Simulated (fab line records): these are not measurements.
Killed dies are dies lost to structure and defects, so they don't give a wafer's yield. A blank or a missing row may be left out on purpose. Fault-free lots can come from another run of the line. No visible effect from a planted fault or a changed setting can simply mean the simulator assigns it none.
fab line records    flow sky130
record: lots: 12  wafers: 36  last_day: 49
route steps=708 shown VT_ADJUST_LVTN@118 VT_ADJUST_NCORE@126 SONOS_TUNNEL@162 SONOS_ONO@168 PAD_OPEN@708
lots that met no fault: taken from a fault-free run of the same line
start_h: hours from the record's first day to the start of the lot's first wafer shown    wait_h: hours from the lot's prior step to this one    " as in the row above    L1.1+2: a single row standing in for several wafers    - no value, or no start given    * or withheld: withheld    < > ~ a bound
route shown NAME@n: a module of which the file shows steps, and the number in the route of the first    usual: mean/standard deviation taken from wafers without a fault    same: alike in all rows    chamber/n: place in a boat    sites: each site's reading    _std_site: how widely they spread, as a standard deviation    _edge_site: outer sites' mean less inner sites'    radius_mm: how far each site lies from the wafer's centre    mask NAME#n: copy n    behind: the last tool/chamber to shape the wafer    hold: cause of the lot's hold/its duration in hours/its outcome    device: transistor that didn't switch, given as n, p or np    end of line: at the end of the route, the tests of the same wafers    a step with no rows: only its recipe    killed: at the first sort, the dies lost to defects and structure; wafer yield is something else    map: a wafer's dies, marking killed ones x, the rest . and places with no die _
set.NAME: the setting the step ran with; set.NAME@STEP: the setting that earlier step ran with    model.NAME: the simulator's own value behind a step, which no gauge read
steps of the route over a sample of lots; a table a step, a row a wafer
services: from which hour (start_h, from the record's first day; less than 0 if before it) a tool's chamber was out of use, for how many hours, and why
== steps ==
step: SKY_VT_ADJUST_LVTN_TW_MEAS_21
usual: VT_ADJUST_LVTN_2_TW: 188.7/2.8
lot.wafer  tool           chamber  start_h  wait_h  VT_ADJUST_LVTN_2_TW
L498.1     film_metro-04  -        162.37   0.1     185.6
L498.2     "              -        "        "       184.8
L498.5     "              -        "        "       184.7
L499.1     film_metro-04  -        165.30   0.1     185.2
L499.4     "              -        "        "       185.4
L499.5     "              -        "        "       185.7
L501.1     film_metro-03  -        183.85   0.1     188.8
L501.4     "              -        "        "       188.0
L501.5     "              -        "        "       188.9
L503.2     film_metro-01  -        195.29   0.1     191.8
L503.4     "              -        "        "       192.8
L503.5     "              -        "        "       192.8
L505.3     film_metro-04  -        210.70   0.1     184.1
L505.5     "              -        "        "       183.8
L505.6     "              -        "        "       185.7
L506.1     film_metro-03  -        217.30   0.1     188.7
L506.3     "              -        "        "       189.8
L506.5     "              -        "        "       189.5
L507.1     film_metro-01  -        220.40   0.1     192.7
L507.5     "              -        "        "       192.7
L507.6     "              -        "        "       192.3
L508.1     film_metro-03  -        227.95   0.1     189.2
L508.3     "              -        "        "       189.2
L508.5     "              -        "        "       189.0
L509.1     film_metro-03  -        235.50   0.1     188.9
L509.3     "              -        "        "       189.4
L509.4     "              -        "        "       190.6
L510.1     film_metro-04  -        240.53   0.1     184.9
L510.2     "              -        "        "       184.3
L510.6     "              -        "        "       185.8
L512.2     film_metro-03  -        252.78   0.1     188.3
L512.3     "              -        "        "       189.1
L512.6     "              -        "        "       190.2
L514.2     film_metro-04  -        272.03   0.1     185.8
L514.3     "              -        "        "       185.7
L514.4     "              -        "        "       186.0
step: SKY_VT_ADJUST_NCORE_CD_MEAS_07
recipe: target_cd_nm: 380
usual: cd_nm: 379.4/2.8
lot.wafer  tool       chamber  start_h  wait_h  cd_nm
L498.1     cd_sem-01  -        182.66   0.1     376.4
L498.2     "          -        "        "       375.7
L498.5     "          -        "        "       376.6
L499.1     cd_sem-01  -        185.44   0.1     378.7
L499.4     "          -        "        "       379.6
L499.5     "          -        "        "       378.8
L501.1     cd_sem-02  -        204.40   0.1     380.6
L501.4     "          -        "        "       381.5
L501.5     "          -        "        "       380.3
L503.2     cd_sem-02  -        217.42   0.1     381.6
L503.4     "          -        "        "       381.3
L503.5     "          -        "        "       382.9
L505.3     cd_sem-01  -        232.99   0.1     383.4
L505.5     "          -        "        "       382.2
L505.6     "          -        "        "       383.2
L506.1     cd_sem-02  -        239.35   0.1     380.8
L506.3     "          -        "        "       379.7
L506.5     "          -        "        "       376.8
L507.1     cd_sem-02  -        242.94   0.1     379.9
L507.5     "          -        "        "       380.0
L507.6     "          -        "        "       378.0
L508.1     cd_sem-02  -        250.25   0.1     383.2
L508.3     "          -        "        "       383.5
L508.5     "          -        "        "       382.8
L509.1     cd_sem-01  -        259.09   0.1     379.5
L509.3     "          -        "        "       380.1
L509.4     "          -        "        "       379.3
L510.1     cd_sem-01  -        264.10   0.1     379.5
L510.2     "          -        "        "       379.1
L510.6     "          -        "        "       380.1
L512.2     cd_sem-01  -        277.26   0.1     381.1
L512.3     "          -        "        "       379.8
L512.6     "          -        "        "       381.6
L514.2     cd_sem-01  -        296.21   0.1     377.4
L514.3     "          -        "        "       375.1
L514.4     "          -        "        "       377.8
step: SKY_SONOS_TUNNEL_OVL_MEAS_08
usual: SONOS_TUNNEL_OVL: 0.3/1.3
lot.wafer  tool        chamber  start_h  wait_h  SONOS_TUNNEL_OVL[nm]
L498.1     overlay-02  -        250.25   0.1     1.4
L498.2     "           -        "        "       0.9
L498.5     "           -        "        "       2.0
L499.1     overlay-01  -        253.47   0.1     5.3
L499.4     "           -        "        "       4.0
L499.5     "           -        "        "       2.1
L501.1     overlay-02  -        275.45   0.1     0.0
L501.4     "           -        "        "       -1.5
L501.5     "           -        "        "       -0.5
L503.2     overlay-01  -        289.31   0.1     0.1
L503.4     "           -        "        "       -0.3
L503.5     "           -        "        "       0.6
L505.3     overlay-01  -        306.28   0.1     -1.0
L505.5     "           -        "        "       0.4
L505.6     "           -        "        "       -2.3
L506.1     overlay-01  -        314.35   0.1     -0.2
L506.3     "           -        "        "       0.0
L506.5     "           -        "        "       0.3
L507.1     overlay-02  -        316.47   0.1     -1.5
L507.5     "           -        "        "       0.9
L507.6     "           -        "        "       -1.1
L508.1     overlay-01  -        326.57   0.1     -1.8
L508.3     "           -        "        "       1.3
L508.5     "           -        "        "       -0.5
L509.1     overlay-02  -        336.32   0.1     1.0
L509.3     "           -        "        "       -1.6
L509.4     "           -        "        "       -0.5
L510.1     overlay-02  -        342.22   0.1     -0.9
L510.2     "           -        "        "       -2.0
L510.6     "           -        "        "       2.1
L512.2     overlay-02  -        355.07   0.1     0.3
L512.3     "           -        "        "       0.0
L512.6     "           -        "        "       -0.8
L514.2     overlay-02  -        375.79   0.1     -0.2
L514.3     "           -        "        "       0.3
L514.4     "           -        "        "       1.4
step: SKY_SONOS_ONO_OXIDATION_00
recipe: temp_c: 800  ambient: O2  idle_temp_c: 700  ramp_up_c_per_min: 10  ramp_down_c_per_min: 3  stabilise_s: 600  purge_s: 300  target_thk_a: 26  ox_time_s: 1249
usual: spike_tc_centre_C: 800.0/1.1  spike_tc_upper_C: 800.6/1  tube_center_temp_C_max: 802.1/0.39  zone_power_bottom_pct: 22.1/2.2  zone_power_centre_pct: 14.9/0.59  zone_power_lower_pct: 11.59/0.12  zone_power_top_pct: 29.3/0.96  zone_power_upper_pct: 13.1/0.76
same: ox_time_s: 1249
lot.wafer  tool        chamber  start_h  wait_h  spike_tc_centre_C  spike_tc_upper_C  tube_center_temp_C_max  zone_power_bottom_pct  zone_power_centre_pct  zone_power_lower_pct  zone_power_top_pct  zone_power_upper_pct
L498.1     furnace-02  0        251.01   0.2     799.3              802.8             802.7                   23.9                   14.5                   11.57                 28.7                12.5
L498.2     "           0        "        "       797.9              800.0             802.3                   23.7                   14.2                   11.81                 28.7                12.5
L498.5     "           0        "        "       798.7              800.2             801.9                   23.5                   14.4                   11.51                 28.5                12.6
L499.1     furnace-02  0        254.01   0.0     799.7              801.9             802.2                   23.7                   14.6                   11.51                 28.7                12.5
L499.4     "           0        "        "       798.8              798.7             801.7                   23.9                   14.6                   11.51                 28.6                12.8
L499.5     "           0        "        "       799.9              799.3             802.5                   23.8                   14.3                   11.66                 28.7                12.4
L501.1     furnace-01  0        276.17   0.2     801.0              800.8             802.0                   19.2                   15.5                   11.58                 30.0                14.0
L501.4     "           0        "        "       800.4              799.9             802.1                   19.7                   15.4                   11.58                 30.9                14.0
L501.5     "           0        "        "       801.6              800.3             802.0                   19.2                   15.5                   11.62                 30.3                14.1
L503.2     furnace-01  0        289.84   0.0     799.7              799.5             802.0                   19.5                   15.6                   11.34                 30.1                14.1
L503.4     "           0        "        "       801.2              801.5             802.3                   19.2                   15.7                   11.45                 31.2                14.0
L503.5     "           0        "        "       803.1              800.4             801.6                   19.3                   15.4                   11.48                 30.3                14.2
L505.3     furnace-01  0        309.06   2.3     800.8              801.5             801.8                   19.2                   15.7                   11.55                 30.5                14.0
L505.5     "           0        "        "       802.6              799.6             801.8                   19.5                   15.7                   11.40                 30.0                14.1
L505.6     "           0        "        "       798.3              802.8             802.3                   19.3                   15.6                   11.55                 30.6                14.1
L506.1     furnace-02  0        315.74   0.8     802.2              801.0             802.5                   23.9                   14.4                   11.57                 28.4                12.3
L506.3     "           0        "        "       799.8              801.4             802.3                   23.9                   14.4                   11.58                 28.8                12.4
L506.5     "           0        "        "       799.7              799.4             802.3                   23.6                   14.4                   11.72                 28.5                12.5
L507.1     furnace-02  0        318.50   1.5     800.5              799.1             802.3                   23.8                   14.3                   11.68                 28.3                12.7
L507.5     "           0        "        "       799.6              801.2             801.9                   23.8                   14.5                   11.76                 28.5                12.6
L507.6     "           0        "        "       799.6              801.1             801.9                   23.8                   14.8                   11.61                 28.9                12.5
L508.1     furnace-01  0        331.95   4.9     800.2              801.5             802.1                   19.2                   15.9                   11.47                 30.8                14.1
L508.3     "           0        "        "       801.1              799.3             802.2                   19.4                   15.7                   11.44                 30.8                14.2
L508.5     "           0        "        "       800.7              800.9             801.8                   19.2                   15.4                   11.63                 31.0                14.2
L509.1     furnace-02  0        341.05   4.1     801.3              800.0             801.7                   23.8                   14.4                   11.71                 28.7                12.5
L509.3     "           0        "        "       800.9              800.3             802.5                   23.6                   14.2                   11.52                 28.5                12.8
L509.4     "           0        "        "       799.7              800.0             802.0                   23.6                   14.6                   11.53                 28.8                12.6
L510.1     furnace-02  0        346.55   3.6     799.8              801.1             801.7                   23.4                   14.3                   11.44                 28.7                12.6
L510.2     "           0        "        "       798.3              798.7             801.8                   24.3                   14.4                   11.44                 28.6                12.4
L510.6     "           0        "        "       798.9              801.8             802.0                   24.1                   14.2                   11.65                 29.0                12.4
L512.2     furnace-02  0        358.21   2.6     803.1              764.0             801.6                   23.9                   19.5                   11.12                 35.7                2.7
L512.3     "           0        "        "       803.8              765.5             802.3                   23.8                   19.5                   11.25                 35.2                2.7
L512.6     "           0        "        "       803.4              766.0             802.0                   23.8                   19.1                   11.18                 35.8                2.7
L514.2     furnace-02  0        378.65   2.3     803.5              765.6             803.0                   24.0                   19.5                   11.08                 35.2                2.7
L514.3     "           0        "        "       804.2              764.9             802.1                   23.6                   19.1                   11.18                 34.8                2.7
L514.4     "           0        "        "       805.3              767.2             801.6                   23.7                   19.2                   10.97                 35.1                2.7
step: SKY_SONOS_ONO_THK_MEAS_01
recipe: reads: SiO2_of_SONOS_ONO_OXIDATION_00
usual: SONOS_ONO_OXIDATION_THK: 2.58/0.055
lot.wafer  tool           chamber  start_h  wait_h  SONOS_ONO_OXIDATION_THK[nm]
L498.1     film_metro-03  -        252.36   0.0     2.63
L498.2     "              -        "        "       2.59
L498.5     "              -        "        "       2.71
L499.1     film_metro-02  -        255.35   0.0     2.53
L499.4     "              -        "        "       2.50
L499.5     "              -        "        "       2.54
L501.1     film_metro-03  -        277.51   0.0     2.59
L501.4     "              -        "        "       2.60
L501.5     "              -        "        "       2.57
L503.2     film_metro-02  -        291.20   0.0     2.67
L503.4     "              -        "        "       2.65
L503.5     "              -        "        "       2.61
L505.3     film_metro-02  -        310.42   0.0     2.55
L505.5     "              -        "        "       2.54
L505.6     "              -        "        "       2.52
L506.1     film_metro-01  -        317.09   0.0     2.57
L506.3     "              -        "        "       2.58
L506.5     "              -        "        "       2.55
L507.1     film_metro-03  -        319.84   0.0     2.65
L507.5     "              -        "        "       2.61
L507.6     "              -        "        "       2.64
L508.1     film_metro-01  -        333.29   0.0     2.67
L508.3     "              -        "        "       2.63
L508.5     "              -        "        "       2.58
L509.1     film_metro-01  -        342.40   0.0     2.65
L509.3     "              -        "        "       2.63
L509.4     "              -        "        "       2.62
L510.1     film_metro-03  -        347.90   0.0     2.60
L510.2     "              -        "        "       2.64
L510.6     "              -        "        "       2.56
L512.2     film_metro-02  -        359.57   0.0     2.14
L512.3     "              -        "        "       2.00
L512.6     "              -        "        "       2.06
L514.2     film_metro-03  -        380.00   0.0     2.50
L514.3     "              -        "        "       2.45
L514.4     "              -        "        "       2.53
step: SKY_PAD_OPEN_PROBE_99
usual: killed_at_M0_to_M3: 44/6.9  killed_at_M4_up: 3.3/1.8  killed_at_contacts: 24/5  killed_at_front_end: 16/4.6  killed_at_other: 0.2/0.42  killed_dies: 88/9.2  killed_on_rim: 17/3.5  killed_open: 48/7.3  killed_short: 40/6.5
same: gross_dies: 492  killed_at_back_side: 0
lot.wafer  tool       chamber  start_h  wait_h  killed_at_M0_to_M3  killed_at_M4_up  killed_at_contacts  killed_at_front_end  killed_at_other  killed_dies  killed_on_rim  killed_open  killed_short
L498.1     prober-01  -        1072.33  0.1     45                  4                23                  13                   0                85           13             40           45
L498.2     prober-01  -        1072.38  0.1     47                  8                27                  14                   0                96           16             48           48
L498.5     prober-01  -        1072.53  0.2     53                  5                30                  18                   0                106          24             55           51
L499.1     prober-02  -        1074.86  0.1     36                  4                16                  15                   0                71           14             33           38
L499.4     prober-02  -        1075.01  0.2     44                  4                19                  26                   0                93           14             51           42
L499.5     prober-02  -        1075.06  0.2     33                  3                25                  19                   0                80           13             45           35
L501.1     prober-02  -        1099.57  0.1     41                  5                20                  13                   0                79           19             35           44
L501.4     prober-02  -        1099.72  0.2     45                  8                25                  15                   1                94           21             34           60
L501.5     prober-02  -        1099.77  0.2     32                  4                25                  16                   0                77           14             40           37
L503.2     prober-01  -        1111.15  0.1     40                  4                18                  20                   0                82           13             52           30
L503.4     prober-01  -        1111.25  0.2     39                  4                29                  17                   0                89           21             40           48
L503.5     prober-01  -        1111.30  0.2     44                  3                21                  22                   1                91           13             52           39
L505.3     prober-02  -        1125.75  0.2     49                  3                24                  11                   0                87           17             56           31
L505.5     prober-02  -        1125.85  0.2     50                  2                16                  14                   0                82           19             41           41
L505.6     prober-02  -        1125.90  0.2     39                  4                28                  15                   0                86           24             53           33
L506.1     prober-01  -        1128.72  0.1     50                  4                23                  20                   0                97           14             51           45
L506.3     prober-01  -        1128.82  0.2     45                  0                17                  12                   0                74           7              39           35
L506.5     prober-01  -        1128.92  0.2     38                  4                27                  12                   1                82           14             38           44
L507.1     prober-02  -        1130.22  0.1     54                  2                24                  16                   1                97           14             50           45
L507.5     prober-02  -        1130.42  0.2     49                  3                32                  11                   1                96           14             48           46
L507.6     prober-02  -        1130.47  0.2     38                  1                32                  23                   1                95           19             50           45
L508.1     prober-01  -        1133.79  0.1     46                  8                28                  7                    0                89           16             46           43
L508.3     prober-01  -        1133.89  0.2     46                  7                25                  15                   0                93           18             63           30
L508.5     prober-01  -        1133.99  0.2     50                  5                29                  17                   0                101          14             61           40
L509.1     prober-02  -        1141.62  0.1     44                  3                20                  13                   0                80           13             41           39
L509.3     prober-02  -        1141.72  0.2     46                  3                25                  22                   0                96           15             54           42
L509.4     prober-02  -        1141.77  0.2     38                  3                24                  18                   0                83           17             47           36
L510.1     prober-01  -        1147.82  0.1     41                  2                16                  13                   1                73           14             46           27
L510.2     prober-01  -        1147.87  0.1     37                  8                30                  19                   0                94           20             65           29
L510.6     prober-01  -        1148.07  0.2     38                  5                29                  20                   0                92           15             56           36
L512.2     prober-01  -        1158.82  0.1     56                  3                28                  16                   1                104          17             59           44
L512.3     prober-01  -        1158.87  0.2     42                  6                28                  19                   0                95           18             47           47
L512.6     prober-01  -        1159.02  0.2     45                  3                19                  14                   1                82           13             51           30
L514.2     prober-01  -        1170.22  0.1     41                  2                26                  16                   0                85           13             42           43
L514.3     prober-01  -        1170.27  0.2     52                  3                29                  12                   1                97           17             58           38
L514.4     prober-01  -        1170.32  0.2     49                  4                29                  11                   1                94           17             53           41
killed by level:class
L498.1 VIA1:geometric_particle:open=10 CONTACT:geometric_particle:open=9 METAL2:geometric_particle:short=9 CONTACT:geometric_particle:short=7 FIELD_ISO:geometric_particle:short=5 METAL1:geometric_particle:short=5 LOCAL_INTERCONNECT:geometric_particle:short=4 VIA1:geometric_particle:short=4
L498.2 CONTACT:geometric_particle:open=18 VIA1:geometric_particle:short=11 VIA1:geometric_particle:open=8 VIA3:geometric_particle:short=6 POLY_GATE:geometric_particle:open=5 CONTACT:geometric_particle:short=5 METAL1:geometric_particle:short=5 METAL4:geometric_particle:short=5
L498.5 VIA1:geometric_particle:open=10 CONTACT:geometric_particle:open=10 LI_CONTACT:geometric_particle:open=9 CONTACT:geometric_particle:short=7 METAL1:geometric_particle:short=7 VIA2:geometric_particle:open=7 FIELD_ISO:geometric_particle:open=6 METAL2:geometric_particle:short=6
L499.1 VIA3:geometric_particle:open=10 VIA1:geometric_particle:short=7 LOCAL_INTERCONNECT:geometric_particle:short=6 VIA1:geometric_particle:open=6 METAL1:geometric_particle:short=5 FIELD_ISO:geometric_particle:short=4 POLY_GATE:geometric_particle:open=4 FIELD_ISO:geometric_particle:open=3
L499.4 VIA1:geometric_particle:open=10 LI_CONTACT:geometric_particle:open=7 VIA3:geometric_particle:open=7 FIELD_ISO:geometric_particle:short=6 POLY_GATE:geometric_particle:open=6 VIA2:geometric_particle:open=6 POLY_GATE:geometric_particle:short=5 CONTACT:geometric_particle:open=5
L499.5 LI_CONTACT:geometric_particle:open=9 CONTACT:geometric_particle:open=8 VIA3:geometric_particle:open=7 FIELD_ISO:geometric_particle:open=6 VIA1:geometric_particle:open=6 VIA2:geometric_particle:open=5 FIELD_ISO:geometric_particle:short=4 POLY_GATE:geometric_particle:short=4
L501.1 CONTACT:geometric_particle:open=8 METAL1:geometric_particle:short=7 LOCAL_INTERCONNECT:geometric_particle:short=5 METAL4:geometric_particle:short=5 VIA2:geometric_particle:open=5 FIELD_ISO:geometric_particle:open=4 VIA1:geometric_particle:open=4 VIA3:geometric_particle:open=4
L501.4 METAL1:geometric_particle:short=8 LOCAL_INTERCONNECT:geometric_particle:short=8 VIA1:geometric_particle:open=8 POLY_GATE:geometric_particle:short=7 CONTACT:geometric_particle:open=7 VIA1:geometric_particle:short=6 METAL2:geometric_particle:short=5 VIA2:geometric_particle:open=4
L501.5 CONTACT:geometric_particle:open=13 VIA1:geometric_particle:open=6 FIELD_ISO:geometric_particle:open=4 LI_CONTACT:geometric_particle:open=4 VIA1:geometric_particle:short=4 METAL1:geometric_particle:short=4 VIA2:geometric_particle:open=4 METAL3:geometric_particle:short=4
L503.2 VIA2:geometric_particle:open=9 VIA3:geometric_particle:open=8 LI_CONTACT:geometric_particle:open=8 VIA1:geometric_particle:open=7 CONTACT:geometric_particle:open=6 FIELD_ISO:geometric_particle:short=5 POLY_GATE:geometric_particle:open=4 POLY_GATE:geometric_particle:short=4
L503.4 LI_CONTACT:geometric_particle:open=8 CONTACT:geometric_particle:short=8 CONTACT:geometric_particle:open=7 VIA1:geometric_particle:short=7 VIA2:geometric_particle:open=7 FIELD_ISO:geometric_particle:short=4 POLY_GATE:geometric_particle:short=4 VIA1:geometric_particle:open=4
L503.5 CONTACT:geometric_particle:open=12 VIA1:geometric_particle:open=12 FIELD_ISO:geometric_particle:open=7 POLY_GATE:geometric_particle:short=7 VIA2:geometric_particle:open=7 POLY_GATE:geometric_particle:open=5 METAL1:geometric_particle:short=5 METAL2:geometric_particle:short=5
L505.3 CONTACT:geometric_particle:open=13 VIA1:geometric_particle:open=12 METAL3:geometric_particle:short=7 FIELD_ISO:geometric_particle:open=5 POLY_GATE:geometric_particle:open=5 VIA3:geometric_particle:open=5 VIA2:geometric_particle:open=5 LI_CONTACT:geometric_particle:open=4
L505.5 METAL2:geometric_particle:short=13 VIA3:geometric_particle:open=10 VIA1:geometric_particle:open=9 VIA1:geometric_particle:short=8 POLY_GATE:geometric_particle:open=6 LI_CONTACT:geometric_particle:open=6 CONTACT:geometric_particle:open=5 VIA3:geometric_particle:short=4
L505.6 LI_CONTACT:geometric_particle:open=11 CONTACT:geometric_particle:open=10 VIA1:geometric_particle:open=10 METAL1:geometric_particle:short=5 VIA3:geometric_particle:open=5 POLY_GATE:geometric_particle:short=4 LOCAL_INTERCONNECT:geometric_particle:short=4 FIELD_ISO:geometric_particle:short=3
L506.1 VIA1:geometric_particle:open=10 CONTACT:geometric_particle:open=9 LI_CONTACT:geometric_particle:open=8 METAL3:geometric_particle:short=8 POLY_GATE:geometric_particle:open=7 VIA2:geometric_particle:open=5 METAL1:geometric_particle:short=5 VIA1:geometric_particle:short=5
L506.3 VIA1:geometric_particle:open=12 VIA2:geometric_particle:open=7 METAL1:geometric_particle:short=6 VIA3:geometric_particle:open=6 VIA1:geometric_particle:short=5 CONTACT:geometric_particle:open=5 CONTACT:geometric_particle:short=4 FIELD_ISO:geometric_particle:short=3
L506.5 CONTACT:geometric_particle:open=12 LOCAL_INTERCONNECT:geometric_particle:short=7 VIA1:geometric_particle:open=7 METAL2:geometric_particle:short=6 FIELD_ISO:geometric_particle:short=5 POLY_GATE:geometric_particle:short=4 METAL1:geometric_particle:short=4 VIA2:geometric_particle:open=4
L507.1 VIA1:geometric_particle:short=11 VIA1:geometric_particle:open=11 VIA2:geometric_particle:open=10 CONTACT:geometric_particle:open=9 METAL2:geometric_particle:short=9 FIELD_ISO:geometric_particle:open=4 POLY_GATE:geometric_particle:open=4 LOCAL_INTERCONNECT:geometric_particle:short=4
L507.5 VIA1:geometric_particle:open=13 CONTACT:geometric_particle:open=10 VIA2:geometric_particle:open=7 LI_CONTACT:geometric_particle:open=6 LOCAL_INTERCONNECT:geometric_particle:short=6 CONTACT:geometric_particle:short=6 METAL1:geometric_particle:short=6 VIA1:geometric_particle:short=6
L507.6 LI_CONTACT:geometric_particle:open=12 VIA3:geometric_particle:open=8 LOCAL_INTERCONNECT:geometric_particle:short=8 FIELD_ISO:geometric_particle:open=6 VIA1:geometric_particle:open=6 METAL1:geometric_particle:short=5 VIA1:geometric_particle:short=5 METAL2:geometric_particle:short=5
L508.1 VIA3:geometric_particle:open=11 VIA1:geometric_particle:open=11 CONTACT:geometric_particle:open=8 METAL2:geometric_particle:short=7 METAL4:geometric_particle:short=7 LI_CONTACT:geometric_particle:open=6 LOCAL_INTERCONNECT:geometric_particle:short=6 METAL1:geometric_particle:short=6
L508.3 VIA1:geometric_particle:open=18 LI_CONTACT:geometric_particle:open=11 VIA3:geometric_particle:open=7 CONTACT:geometric_particle:open=6 POLY_GATE:geometric_particle:open=5 METAL2:geometric_particle:short=5 VIA2:geometric_particle:open=5 METAL4:geometric_particle:short=5
L508.5 CONTACT:geometric_particle:open=15 VIA3:geometric_particle:open=11 FIELD_ISO:geometric_particle:open=8 VIA1:geometric_particle:open=8 LI_CONTACT:geometric_particle:open=6 LOCAL_INTERCONNECT:geometric_particle:short=6 METAL1:geometric_particle:short=5 VIA1:geometric_particle:short=5
L509.1 VIA2:geometric_particle:open=12 VIA1:geometric_particle:short=7 CONTACT:geometric_particle:open=6 VIA1:geometric_particle:open=6 METAL1:geometric_particle:short=6 LOCAL_INTERCONNECT:geometric_particle:short=5 VIA3:geometric_particle:open=5 FIELD_ISO:geometric_particle:open=4
L509.3 VIA1:geometric_particle:open=11 CONTACT:geometric_particle:open=10 FIELD_ISO:geometric_particle:open=9 VIA2:geometric_particle:short=8 FIELD_ISO:geometric_particle:short=6 VIA2:geometric_particle:open=6 VIA3:geometric_particle:open=6 LI_CONTACT:geometric_particle:open=5
L509.4 CONTACT:geometric_particle:open=13 METAL2:geometric_particle:short=8 FIELD_ISO:geometric_particle:open=6 VIA1:geometric_particle:short=6 VIA3:geometric_particle:open=6 FIELD_ISO:geometric_particle:short=4 LI_CONTACT:geometric_particle:open=4 VIA1:geometric_particle:open=4
L510.1 VIA1:geometric_particle:open=13 CONTACT:geometric_particle:open=11 VIA3:geometric_particle:open=5 FIELD_ISO:geometric_particle:open=4 METAL1:geometric_particle:short=4 VIA2:geometric_particle:open=4 METAL3:geometric_particle:short=4 LI_CONTACT:geometric_particle:open=3
L510.2 VIA1:geometric_particle:open=13 CONTACT:geometric_particle:open=10 LI_CONTACT:geometric_particle:open=9 VIA2:geometric_particle:open=8 FIELD_ISO:geometric_particle:open=6 VIA3:geometric_particle:open=6 METAL4:geometric_particle:short=5 LOCAL_INTERCONNECT:geometric_particle:open=4
L510.6 VIA1:geometric_particle:open=16 CONTACT:geometric_particle:open=14 LI_CONTACT:geometric_particle:open=8 POLY_GATE:geometric_particle:short=6 FIELD_ISO:geometric_particle:short=5 VIA2:geometric_particle:short=5 VIA2:geometric_particle:open=4 METAL4:geometric_particle:short=4
L512.2 VIA3:geometric_particle:open=12 LI_CONTACT:geometric_particle:open=10 VIA1:geometric_particle:open=9 CONTACT:geometric_particle:open=8 METAL2:geometric_particle:short=8 VIA2:geometric_particle:open=7 VIA3:geometric_particle:short=7 FIELD_ISO:geometric_particle:short=5
L512.3 CONTACT:geometric_particle:open=11 METAL1:geometric_particle:short=10 METAL2:geometric_particle:short=8 VIA1:geometric_particle:open=8 LI_CONTACT:geometric_particle:open=6 VIA3:geometric_particle:open=6 POLY_GATE:geometric_particle:short=4 LOCAL_INTERCONNECT:geometric_particle:short=4
L512.6 VIA1:geometric_particle:open=14 CONTACT:geometric_particle:open=10 VIA2:geometric_particle:open=8 FIELD_ISO:geometric_particle:short=7 CONTACT:geometric_particle:short=4 VIA3:geometric_particle:open=4 POLY_GATE:geometric_particle:open=3 METAL1:geometric_particle:open=3
L514.2 METAL1:geometric_particle:short=11 CONTACT:geometric_particle:open=9 VIA1:geometric_particle:open=9 VIA3:geometric_particle:open=5 FIELD_ISO:geometric_particle:short=4 FIELD_ISO:geometric_particle:open=4 LI_CONTACT:geometric_particle:open=4 LI_CONTACT:geometric_particle:short=4
L514.3 CONTACT:geometric_particle:open=13 VIA1:geometric_particle:open=11 VIA2:geometric_particle:open=10 LI_CONTACT:geometric_particle:open=7 LOCAL_INTERCONNECT:geometric_particle:short=5 METAL1:geometric_particle:short=5 VIA1:geometric_particle:short=5 METAL2:geometric_particle:short=5
L514.4 VIA1:geometric_particle:open=14 CONTACT:geometric_particle:open=8 LOCAL_INTERCONNECT:geometric_particle:short=7 LI_CONTACT:geometric_particle:open=7 METAL1:geometric_particle:short=7 VIA2:geometric_particle:open=7 VIA3:geometric_particle:open=5 METAL2:geometric_particle:short=5
== services ==
tool        chamber  start_h  hours  kind
furnace-02  -        302.93   3.3    pm
furnace-02  -        322.31   8.4    repair
furnace-01  -        375.54   3.9    pm
== key ==
first_sign: step: SKY_SONOS_ONO_OXIDATION_00  reading: spike_tc_upper_C  direction: down  sigmas: 34  usual: 800.6  struck: 765.5
effect: step: SKY_SONOS_ONO_OXIDATION_00  reading: zone_power_upper_pct  direction: down  sigmas: 14  usual: 13.1  struck: 2.7
effect: step: SKY_SONOS_ONO_THK_MEAS_01  reading: SONOS_ONO_OXIDATION_THK  direction: down  sigmas: 5.4  usual: 2.58  struck: 2.28  wafers_moved: 3
met_at SKY_SONOS_ONO_OXIDATION_00
struck_lots L512,L514
tester_left_out L512,L514
not_acting_at SKY_VT_ADJUST_LVTN_TW_MEAS_21,SKY_VT_ADJUST_NCORE_CD_MEAS_07,SKY_SONOS_TUNNEL_OVL_MEAS_08
onset_between 346.55 358.21
fault: kind: process_parameter_drift  tool: furnace-02  chamber: -  onset_h: 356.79  steps: SKY_SONOS_ONO_OXIDATION_00  channel: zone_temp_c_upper  offset: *  shape: step  end_h: 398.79
tester_left_out: of these lots the tester's yield and bins aren't shown, on N5 and GAA mostly nor the transistor test; their killed dies are dies lost to structure and defects alone, not to doping, threshold or leakage, so they don't give the yield
